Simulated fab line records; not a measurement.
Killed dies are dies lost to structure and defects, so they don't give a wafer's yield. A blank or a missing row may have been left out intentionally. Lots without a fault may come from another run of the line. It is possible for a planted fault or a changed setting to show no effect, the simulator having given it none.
A lot that was struck, set against a sound lot | flow gf180mcu | 16 out of 602 route steps
Sound: these wafers, L878.1, L878.4, L878.5. Wafers struck: L882.2, L882.3, L882.4. Last of all comes the cause.
Each step with rows lists, per side, the tool, then ch with its chambers, then its first start. Under that, the readings that differ: sound wafers | struck wafers | difference of the means | sigmas: that difference in standard deviations of wafers without a fault.
alike: words and numbers the same on both sides, and readings whose means are apart by under 2 such deviations; not compared: readings that were withheld, readings missing a value for some wafer, numbers with overlapping values and no deviation given by the record, and bounds like >300 which may hide the same value.
The two part at a step that has a row with sigmas, a row that says differs or no value, or rows on one side only. When numbers do not overlap yet have no deviation, they are printed without sigmas and do not part them. Lack of a reading on every wafer of one side parts them only where that side has two or more wafers.

GF_NSD_CD_MEAS_07: the cd target is 400 nm.
  sound: cdSem-02 at day 17 16:23; struck: cdSem-01 at day 18 21:45
  alike: cdNm
GF_NSD_OVL_MEAS_08:
  sound: overlay-01 at day 17 16:31; struck: overlay-01 at day 18 21:51
  alike: NSD_OVL
then, 2 steps without rows for these wafers: GF_NSD_IMPLANT_09; GF_NSD_IMPLANT_10.
GF_NSD_STRIP_11: strips in O2/N2.
  sound on plasmaAsher-03 ch 0, day 17 16:51; struck on plasmaAsher-03 ch 0,1, day 18 22:11
  alike: chamberPressureMTorr, drypumpMotorCurrentA, heaterPowerW, oesProductAu, stripTimeToEndpointS
  not compared: rfHoursCounterH
GF_NSD_TW_MEAS_12:
  sound: filmMetro-02 at day 17 16:57; struck: filmMetro-03 at day 18 22:17
reading | sound          | struck         | difference | sigmas
NSD_TW  | 4219 4241 4259 | 4159 4170 4164 | -75        | -2
then, 6 steps without rows for these wafers: GF_PSD_DEHYDRATE_00 (time 60 s); GF_PSD_HMDS_01 (prime time 60 s); GF_PSD_COAT_02 (resist thk 1000 nm); GF_PSD_SOFTBAKE_03 (time 60 s); GF_PSD_EXPOSE_04 (exposes mask Pplus, target cd 400 nm); GF_PSD_PEB_05.
GF_PSD_DEVELOP_06: develop time 60 s.
  sound on lithoTrack-04 ch 0, day 18 16:23; struck on lithoTrack-04 ch 0, day 19 22:49
reading            | sound             | struck            | difference | sigmas
developerTempC (C) | 22.99 22.99 22.92 | 25.20 25.27 25.28 | +2.28      | +21
GF_PSD_CD_MEAS_07: the cd target is 400 nm.
  sound: cdSem-02 at day 18 16:32; struck: cdSem-02 at day 19 22:58
reading   | sound             | struck            | difference | sigmas
cdNm (nm) | 397.1 398.7 399.2 | 395.0 393.0 393.2 | -4.6       | -2
GF_PSD_OVL_MEAS_08:
  sound: overlay-02 at day 18 16:40; struck: overlay-01 at day 19 23:04
  alike: PSD_OVL
-- the record jumps here: 14 days lie between the struck wafers' starts before and after (it left off in module PSD and takes up again in module PASSIVATION, whose first step shown is number 602 of the route) --
GF_PASSIVATION_PROBE_99:
  the record has rows for the struck wafers here (prober-01, day 33 14:05) and none for the sound ones

WHERE THEY PART
First at GF_NSD_TW_MEAS_12; last, within this record, at GF_PASSIVATION_PROBE_99.

WHY: the cause the simulator had injected
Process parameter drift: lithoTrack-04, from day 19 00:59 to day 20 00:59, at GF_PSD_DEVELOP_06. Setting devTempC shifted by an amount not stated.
